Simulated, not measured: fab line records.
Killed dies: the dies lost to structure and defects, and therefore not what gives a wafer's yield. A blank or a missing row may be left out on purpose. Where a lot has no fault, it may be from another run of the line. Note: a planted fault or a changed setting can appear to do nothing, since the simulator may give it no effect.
Matching of chambers :: flow gf180mcu :: pecvd-02 running GF_CONTACT_CVD_02: 3 sister chambers
The step deposits SiO2 from TEOS, target thk 860 nm, time 95.992 s. 6 wafers are shown with their chamber, then 7 later ones without.

## WAFERS, EACH WITH ITS CHAMBER
wafer: L076.3
chamber: 0
heater-power-w (W): 744

wafer: L076.4
chamber: 0
heater-power-w (W): 594

wafer: L083.3
chamber: 1
heater-power-w (W): 627

wafer: L083.6
chamber: 1
heater-power-w (W): 683

wafer: L085.2
chamber: 2
heater-power-w (W): 421

wafer: L085.3
chamber: 2
heater-power-w (W): 468

## WAFERS WHOSE CHAMBER IS MISSING
wafer: L085.6
heater-power-w (W): 503

wafer: L094.2
heater-power-w (W): 653

wafer: L094.4
heater-power-w (W): 478

wafer: L094.5
heater-power-w (W): 664

wafer: L095.2
heater-power-w (W): 432

wafer: L095.4
heater-power-w (W): 476

wafer: L095.5
heater-power-w (W): 670

## THE CHAMBER EACH PASSED THROUGH
wafer: L085.6
from the rows above: can't be placed: 2 or 1 or 0
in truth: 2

wafer: L094.2
from the rows above: can't be placed: 1 or 0
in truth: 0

wafer: L094.4
from the rows above: 2
in truth: 2

wafer: L094.5
from the rows above: can't be placed: 0 or 1
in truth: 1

wafer: L095.2
from the rows above: 2
in truth: 2

wafer: L095.4
from the rows above: 2
in truth: 2

wafer: L095.5
from the rows above: can't be placed: 0 or 1
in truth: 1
Correct placement for 3 of the 7. Can't be placed from these rows: 4 (the true chamber is among the candidates in 4). 0 placed wrongly.
How it was worked out, from the rows above alone: a wafer's distance from a chamber is the root of the sum, over the readings, of the square of ((its reading less the chamber's mean) divided by the reading's scatter). If the next closest chamber is less than 2 further off than the closest, the wafer can't be placed; otherwise it belongs to the closest. The mean given for a chamber averages the wafers shown for that chamber. The scatter: the root of (the sum of the squares of (reading less its chamber's mean) over the shown wafers, divided by (wafers less chambers)).
